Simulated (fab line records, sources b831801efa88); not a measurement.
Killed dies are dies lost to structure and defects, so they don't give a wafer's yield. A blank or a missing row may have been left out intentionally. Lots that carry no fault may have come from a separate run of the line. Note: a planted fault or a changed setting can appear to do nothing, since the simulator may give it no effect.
A lot that was struck, set against a sound lot + flow sky130 + 16 steps out of a route of 708
Sound: wafers L399.3, L399.5, L399.6. Struck: wafer L410.5 (L410.3, L410.6, from the same lot, were not struck and are left out); the cause is given at the end.
At each step with rows: each side's tool, then ch and its chambers, then its first start. Under that, the readings that differ: sound wafers + struck wafers + difference of the means + sigmas: that difference in standard deviations of wafers without a fault.
alike: a reading whose means differ by less than 2 such deviations, as well as words and numbers matching on both sides. not compared: withheld readings; readings where some wafer has no value; bounds like >300 that might hide an equal value; numbers whose values overlap and for which the record gives no deviation.
The two part at a step that has a row with sigmas, a row that says differs or no value, or rows on one side only. Numbers that don't overlap but have no deviation are shown without sigmas and don't part them. A reading that every wafer of one side lacks parts them only if that side has two wafers or more.

first, 2 steps without rows for these wafers: SKY_METAL4_PEB_11; SKY_METAL4_DEVELOP_12 (develop time 60 s).
SKY_METAL4_CD_MEAS_13: target cd 300 nm.
  sound on cdSem-02 at day 44 02:53; struck on cdSem-01 at day 47 03:20
| reading   | sound             | struck | difference | sigmas |
|-----------|-------------------|--------|------------|--------|
| cdNm (nm) | 302.5 303.0 301.3 | 299.3  | -3.0       | -2     |
SKY_METAL4_OVL_MEAS_14:
  sound on overlay-02 at day 44 02:59; struck on overlay-01 at day 47 03:26
  alike: METAL4_OVL
SKY_METAL4_DESCUM_15: chemistry O2, time 8 s.
  sound on rieMetal-02 ch 0,1, day 44 03:01; struck on rieMetal-02 ch 0, day 47 03:28
  alike: drypumpMotorCurrentA, oesProductAu
  not compared: rfHoursCounterH
SKY_METAL4_ETCH_16: etches BARC in N2/H2, stops on SiO2, time 88.2 s, target depth 60 nm.
  sound on rieMetal-02 ch 0,1, day 44 03:04; struck on rieMetal-02 ch 0, day 47 03:31
| reading              | sound                | struck | difference | sigmas |
|----------------------|----------------------|--------|------------|--------|
| throttleValvePct (%) | 13.211 13.224 13.203 | 13.193 | -0.020     | -2     |
  alike: drypumpMotorCurrentA, h2FlowSccm, oesProductAu
  not compared: rfHoursCounterH
SKY_METAL4_ETCH_17: etches SiO2 in C4F8/O2/Ar, stops on TiN, time 3.9 s, target depth 15 nm.
  sound on rieDiel-02 ch 0,3, day 44 03:08; struck on rieDiel-04 ch 0, day 47 03:35
  alike: oesProductAu
then, 1 step without rows for these wafers: SKY_METAL4_METAL_ETCH_18 (etches the open film in Cl2/BCl3, stops on SiO2, target depth 845 nm, time 183.1 s).
SKY_METAL4_STRIP_19: strips in O2/N2.
  sound on plasmaAsher-02 ch 0,1, day 44 03:22; struck on plasmaAsher-02 ch 0, day 47 03:49
  alike: drypumpMotorCurrentA, oesProductAu, stripTimeToEndpointS
  not compared: rfHoursCounterH
then, 3 steps without rows for these wafers: SKY_METAL4_STRIP_20 (strips in post etch residue remover, time 1200 s); SKY_METAL4_CLEAN_21 (cleans in IPA, time 180 s); SKY_METAL4_CLEAN_22 (cleans in O3/DIW).
SKY_VIA4_HDPCVD_00: deposits SiO2, target thk 1750 nm, time 291.7 s.
  sound on hdpcvd-02 ch 0,2, day 44 03:58; struck on hdpcvd-02 ch 2, day 47 04:22
| reading                                 | sound             | struck | difference | sigmas      |
|-----------------------------------------|-------------------|--------|------------|-------------|
| sih4FlowSccm (sccm)                     | 59.94 60.01 59.89 | 90.01  | +30.06     | +99 or more |
| model.SiO2_of_VIA4_HDPCVD_00.thkNm (nm) | 1750 1728 1756    | 2639   | +894       |             |
SKY_VIA4_THK_MEAS_01:
  sound on filmMetro-03 at day 44 04:10; struck on filmMetro-03 at day 47 04:34
| reading              | sound          | struck | difference | sigmas |
|----------------------|----------------|--------|------------|--------|
| VIA4_HDPCVD_THK (nm) | 1749 1726 1756 | 2639   | +895       | +56    |
SKY_VIA4_CMP_02: polishes SiO2.
  sound on cmp-01 ch 0,3, day 44 04:15; struck on cmp-02 ch 2, day 47 04:40
  alike: motorCurrentA, retainingRingPressureFrac, slurryFilterDpKPa
next, for these wafers, 1 step has no rows: SKY_PAD_OPEN_PROBE_99.

WHERE THEY PART
Earliest at SKY_METAL4_CD_MEAS_13; latest, in this record, at SKY_VIA4_THK_MEAS_01. Later steps at which nothing parts them and some readings are alike: SKY_VIA4_CMP_02.

WHY: whatever the simulator had introduced
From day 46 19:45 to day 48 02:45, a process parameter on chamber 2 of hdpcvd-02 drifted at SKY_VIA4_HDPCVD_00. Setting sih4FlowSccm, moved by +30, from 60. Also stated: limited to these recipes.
